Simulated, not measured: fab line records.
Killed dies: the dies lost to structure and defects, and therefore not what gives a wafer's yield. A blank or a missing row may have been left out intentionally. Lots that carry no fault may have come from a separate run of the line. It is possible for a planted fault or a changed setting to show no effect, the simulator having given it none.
Split-lot experiment ; flow gf180mcu ; on a route of 602 steps: 5 lots, 23 wafers read

ON THE SPLIT
At GF_LVPWELL_IMPLANT_09, the setting energyKev was moved away from the recipe's 60 on 7 of the 23 wafers read, by -8.2% to -6.1%. For the rest of the wafers, this setting stayed at what the recipe calls for.

The split's own step is where the reading is taken.

THE READING
In nm, at GF_LVPWELL_IMPLANT_09: implant.drpNm, which is the simulator's own figure and was read by no gauge. No usual value for it is given in the file.

wafer;tool, chamber at the split;energyKev as run;against the recipe;implant.drpNm, nm;against lot-mates on the recipe
L076.2;implanter-03, 0;60;recipe;64.53;-
L076.3;implanter-03, 0;60;recipe;64.53;-
L076.4;implanter-03, 0;60;recipe;64.53;-
L077.1;implanter-02, 0;56.03;-6.6%;62.21;-2.32
L077.5;implanter-02, 0;56.03;-6.6%;62.21;-2.32
L077.2;implanter-02, 0;60;recipe;64.53;-
L077.3;implanter-02, 0;60;recipe;64.53;-
L077.4;implanter-02, 0;60;recipe;64.53;-
L080.1;implanter-03, 0;56.33;-6.1%;62.39;-2.14
L080.4;implanter-03, 0;56.33;-6.1%;62.39;-2.14
L080.6;implanter-03, 0;56.33;-6.1%;62.39;-2.14
L080.2;implanter-03, 0;60;recipe;64.53;-
L080.3;implanter-03, 0;60;recipe;64.53;-
L082.1;implanter-02, 0;55.11;-8.2%;61.65;-2.88
L082.4;implanter-02, 0;55.11;-8.2%;61.65;-2.88
L082.2;implanter-02, 0;60;recipe;64.53;-
L082.3;implanter-02, 0;60;recipe;64.53;-
L082.6;implanter-02, 0;60;recipe;64.53;-
L083.2;implanter-01, 0;60;recipe;64.53;-
L083.3;implanter-01, 0;60;recipe;64.53;-
L083.4;implanter-01, 0;60;recipe;64.53;-
L083.5;implanter-01, 0;60;recipe;64.53;-
L083.6;implanter-01, 0;60;recipe;64.53;-

THE FIT
A straight line over all 23 wafers: implant.drpNm changes by +0.352 nm for each +1% of energyKev; r = +1.00; the points scatter about the line by 0.0063 nm.
The same after taking each lot's own level away (the mean of its wafers on the recipe; 23 wafers): +0.352 nm for each +1%; r = +1.00; scatter 0.0063 nm.
Per that fit: largest energyKev move, reading shift of 2.9 nm.
The lots' own levels span 64.530 to 64.530 nm.
The two slopes are in agreement: the lot-to-lot level therefore moves the slope only a little.
Check: -2.86 nm against its lot-mates is what the line predicts for one of the wafers moved furthest among these (-8.2%) when that wafer is left out of the fit. It came out at -2.88 nm against them.

ADDITIONAL SPLITS CARRIED BY THESE WAFERS
These wafers also went through other splits before the reading. Each is held against what the fit with the lots' levels taken away leaves over:
other split on the same wafers;wafers away from the commonest value;r with implant.drpNm (lot level and that fit taken away)
GF_STI_CVD_03 pressureMtorr;18;-0.08
GF_STI_PEB_10 pebTempC;10;+0.20
GF_STI_ETCH_13 sourceW;8;+0.31
GF_DNWELL_COAT_02 spinRpm;10;+0.25
GF_NWELL_COAT_02 resistThkNm;7;-0.18
GF_NWELL_DEVELOP_06 devTempC;4;-0.04
GF_LVPWELL_COAT_02 resistThkNm;10;-0.21

THE WHOLE CHAIN: every reading that the file lists as answering this split, in the file's order
step;what it does;reading;change (the file's fit);r (the file's)
GF_LVPWELL_IMPLANT_09;;implant.rpNm (the simulator's own value, which no gauge read);+1.77 nm for each +1% of the setting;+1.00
GF_LVPWELL_IMPLANT_09;;implant.drpNm (the simulator's own value, which no gauge read);+0.351 nm for each +1% of the setting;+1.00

FILE'S OWN FIT
implant.drpNm changes by +0.351 nm for each +1% of energyKev, r = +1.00.
